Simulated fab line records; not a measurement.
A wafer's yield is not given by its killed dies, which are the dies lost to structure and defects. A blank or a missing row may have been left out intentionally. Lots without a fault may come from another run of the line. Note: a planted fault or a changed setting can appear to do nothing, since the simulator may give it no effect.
Matching of chambers :: flow gf180mcu :: GF_V2_ETCH_17 on rie diel-04: 4 sister chambers
The step etches SiO2 in C4F8/O2/Ar, stops on TiN, target depth 630 nm. 16 wafers are shown with their chamber, then 8 later ones without.

## WAFERS, EACH WITH ITS CHAMBER
wafer: L665.3
chamber: 2
oes product au (a.u.): 0.855

wafer: L665.5
chamber: 2
oes product au (a.u.): 0.849

wafer: L665.6
chamber: 1
oes product au (a.u.): 0.851

wafer: L668.2
chamber: 0
oes product au (a.u.): 0.848

wafer: L668.3
chamber: 1
oes product au (a.u.): 0.859

wafer: L668.4
chamber: 2
oes product au (a.u.): 0.859

wafer: L675.3
chamber: 3
oes product au (a.u.): 0.861

wafer: L675.5
chamber: 1
oes product au (a.u.): 0.863

wafer: L675.6
chamber: 2
oes product au (a.u.): 0.852

wafer: L676.1
chamber: 2
oes product au (a.u.): 0.857

wafer: L676.2
chamber: 1
oes product au (a.u.): 0.855

wafer: L676.5
chamber: 3
oes product au (a.u.): 0.850

wafer: L684.2
chamber: 3
oes product au (a.u.): 0.858

wafer: L684.3
chamber: 1
oes product au (a.u.): 0.859

wafer: L684.6
chamber: 3
oes product au (a.u.): 0.862

wafer: L685.2
chamber: 1
oes product au (a.u.): 0.856

SIGNATURES, as means of the wafers listed above
reading: oes product au
chamber 0: 0.84800
chamber 1: 0.85717
chamber 2: 0.85440
chamber 3: 0.85775
scatter within a chamber: 0.00444
Rule: for a wafer and a chamber, the distance is found by dividing, reading by reading, the gap between the wafer's reading and the chamber's mean by the reading's scatter, squaring, summing and taking the root. If the next closest chamber is less than 2 further off than the closest, the wafer can't be placed; otherwise it belongs to the closest. How the scatter is found: for the shown wafers, subtract from each reading the mean of its chamber, square and add these, divide the total by (wafers less chambers), then take the root.

## WAFERS WITH NO CHAMBER GIVEN
wafer: L685.5
oes product au (a.u.): 0.856

wafer: L685.6
oes product au (a.u.): 0.860

wafer: L688.1
oes product au (a.u.): 0.861

wafer: L688.5
oes product au (a.u.): 0.855

wafer: L688.6
oes product au (a.u.): 0.855

wafer: L687.1
oes product au (a.u.): 0.856

wafer: L687.2
oes product au (a.u.): 0.860

wafer: L687.6
oes product au (a.u.): 0.855

## WHICH CHAMBER EACH WENT THROUGH
wafer: L685.5
from the rows above: can't be placed: 1 or 2 or 3 or 0
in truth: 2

wafer: L685.6
from the rows above: can't be placed: 3 or 1 or 2
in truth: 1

wafer: L688.1
from the rows above: can't be placed: 3 or 1 or 2
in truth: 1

wafer: L688.5
from the rows above: can't be placed: 2 or 1 or 3 or 0
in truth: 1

wafer: L688.6
from the rows above: can't be placed: 2 or 1 or 3 or 0
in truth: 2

wafer: L687.1
from the rows above: can't be placed: 1 or 2 or 3 or 0
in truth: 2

wafer: L687.2
from the rows above: can't be placed: 3 or 1 or 2
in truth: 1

wafer: L687.6
from the rows above: can't be placed: 2 or 1 or 3 or 0
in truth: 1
Correct placement for 0 of the 8. Unplaceable from these rows: 8, with the true chamber sitting among the candidates in 8. Wrongly placed: 0.
